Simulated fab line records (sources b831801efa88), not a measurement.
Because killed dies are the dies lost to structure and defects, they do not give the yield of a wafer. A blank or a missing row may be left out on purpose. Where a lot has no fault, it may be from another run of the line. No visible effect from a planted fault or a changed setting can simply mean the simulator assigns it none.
Which tool is to blame? ; flow sky130 ; 10 lots, 30 wafers sampled, at 3 steps of a route of 708

## WHAT EACH GAUGE READ, for each wafer
SKY_CAP2M_RS_MEAS_03: the measuring method here is four-point-probe.
lot;measured;on;CAP2M_TIN_RS (ohm/sq)
L821;day 41 09:41;film metro-04;6.91 6.90 6.87
L825;day 42 23:35;film metro-02;6.98 6.95 6.96
L827;day 43 05:56;film metro-04;6.81 6.80 6.78
L828;day 43 17:51;film metro-02;6.91 6.91 6.96
L829;day 44 01:34;film metro-02;6.89 6.95 6.98
L832;day 44 23:13;film metro-01;6.80 6.77 6.82
L834;day 45 10:28;film metro-02;6.91 6.93 6.87
L836;day 45 13:43;film metro-04;7.59 7.51 7.54
L837;day 46 00:12;film metro-02;7.64 7.62 7.61
L840;day 46 11:05;film metro-01;7.06 7.06 7.11

## TOOL THAT RAN EACH LOT (tool first, then ch and the chambers of the sampled wafers, then the start)
lot;SKY_CAP2M_CVD_00;SKY_CAP2M_SPUTTER_02
L821;pecvd-04 ch 0,1,2, day 41 09:29;pvd sputter-01, day 41 09:34
L825;pecvd-02 ch 0,1,2, day 42 23:20;pvd sputter-01, day 42 23:25
L827;pecvd-02 ch 1,2, day 43 05:45;pvd sputter-01, day 43 05:50
L828;pecvd-02 ch 0,1,2, day 43 17:38;pvd sputter-02, day 43 17:43
L829;pecvd-04 ch 1,2, day 44 01:22;pvd sputter-02, day 44 01:28
L832;pecvd-04 ch 0,1, day 44 23:00;pvd sputter-02, day 44 23:05
L834;pecvd-03 ch 0,1,2, day 45 10:14;pvd sputter-01, day 45 10:19
L836;pecvd-02 ch 0,1, day 45 13:31;pvd sputter-01, day 45 13:36
L837;pecvd-02 ch 1,2, day 46 00:01;pvd sputter-01, day 46 00:05
L840;pecvd-04 ch 0,1,2, day 46 10:52;pvd sputter-03, day 46 10:57
- SKY_CAP2M_CVD_00: deposits SiO2, target thk 15.5 nm.
- SKY_CAP2M_SPUTTER_02: material TiN, target thk 200 nm, time 166.7 s.

## THE ANSWER, worked out from the rows above alone
Rule: the usual values come from the lots themselves. Put in order of their means at a reading, lots are off if they are a third of the lots or fewer, leave a main group of 4 or more, and stand apart from it by a gap of 3 or more times the standard deviation of the main group's means; of several such gaps the widest counts. The tables above print the reading to a certain number of digits; a main group whose means all agree to those digits is not used. Also off: a lot with no number at a reading for which 4 or more lots have one. Where the step has rows for the other lots, those lots are counted as sound.
Off: L836, L837, at SKY_CAP2M_RS_MEAS_03 (CAP2M_TIN_RS). The main group: mean 6.91 ohm/sq, standard deviation 0.085.
A tool fits if, at a process step before that reading, it ran every lot that is off, and no sound lot after the first of them. Gauges at SKY_CAP2M_RS_MEAS_03: tried the same way as those tools. Undecided on this evidence; 2 tools fit (pecvd-02 at SKY_CAP2M_CVD_00, pvd sputter-01 at SKY_CAP2M_SPUTTER_02).

## WHAT THE SIMULATOR HAD PUT IN
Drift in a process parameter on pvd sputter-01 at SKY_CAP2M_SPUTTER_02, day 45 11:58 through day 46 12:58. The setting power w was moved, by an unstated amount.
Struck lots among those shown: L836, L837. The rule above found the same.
